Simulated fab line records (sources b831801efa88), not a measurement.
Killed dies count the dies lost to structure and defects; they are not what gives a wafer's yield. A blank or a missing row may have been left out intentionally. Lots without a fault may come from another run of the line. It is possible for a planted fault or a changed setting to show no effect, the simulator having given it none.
The tool behind it: which one? || flow gf180mcu || 7 lots with 21 wafers sampled at 2 steps, on a route of 602 steps

## WHAT THE GAUGES READ, wafer by wafer
GF_V2_OVL_MEAS_15.
{"lot": "L276", "measured": "day 21 03:04", "on": "overlay-02", "V2_OVL (nm)": "7 -3 -1"}
{"lot": "L279", "measured": "day 22 01:23", "on": "overlay-02", "V2_OVL (nm)": "6 0 1"}
{"lot": "L281", "measured": "day 22 18:37", "on": "overlay-02", "V2_OVL (nm)": "-3 -5 -6"}
{"lot": "L285", "measured": "day 24 03:28", "on": "overlay-02", "V2_OVL (nm)": "5 7 16"}
{"lot": "L288", "measured": "day 25 08:49", "on": "overlay-01", "V2_OVL (nm)": "1 -1 -2"}
{"lot": "L295", "measured": "day 27 16:35", "on": "overlay-01", "V2_OVL (nm)": "-4 -4 0"}
{"lot": "L296", "measured": "day 28 05:30", "on": "overlay-01", "V2_OVL (nm)": "7 6 7"}

## TOOL THAT RAN EACH LOT (tool first, then ch and the chambers of the sampled wafers, then the start)
{"lot": "L276", "GF_M2_STRIP_17": "plasmaAsher-04 ch 0,1, day 20 02:19"}
{"lot": "L279", "GF_M2_STRIP_17": "plasmaAsher-04 ch 0,1, day 21 00:52"}
{"lot": "L281", "GF_M2_STRIP_17": "plasmaAsher-02 ch 0,1, day 21 18:07"}
{"lot": "L285", "GF_M2_STRIP_17": "plasmaAsher-04 ch 0,1, day 23 03:32"}
{"lot": "L288", "GF_M2_STRIP_17": "plasmaAsher-02 ch 0,1, day 24 09:40"}
{"lot": "L295", "GF_M2_STRIP_17": "plasmaAsher-04 ch 0, day 26 18:30"}
{"lot": "L296", "GF_M2_STRIP_17": "plasmaAsher-04 ch 0,1, day 27 08:12"}
- GF_M2_STRIP_17: strips in O2/N2.

## THE ANSWER, worked out from the rows above alone
Rule: what is usual is taken from the lots themselves. Put in order of their means at a reading, lots are off if they are a third of the lots or fewer, leave a main group of 4 or more, and stand apart from it by a gap of 3 or more times the standard deviation of the main group's means; of several such gaps the widest counts. A main group whose means are all the same, to the digits that the tables above print for the reading, isn't used. Also off: a lot with no number at a reading for which 4 or more lots have one. The other lots that the step has rows for count as sound.
No lot is off on any of the readings shown, so nothing can be concluded from this.

## WHAT WAS PUT IN BY THE SIMULATOR
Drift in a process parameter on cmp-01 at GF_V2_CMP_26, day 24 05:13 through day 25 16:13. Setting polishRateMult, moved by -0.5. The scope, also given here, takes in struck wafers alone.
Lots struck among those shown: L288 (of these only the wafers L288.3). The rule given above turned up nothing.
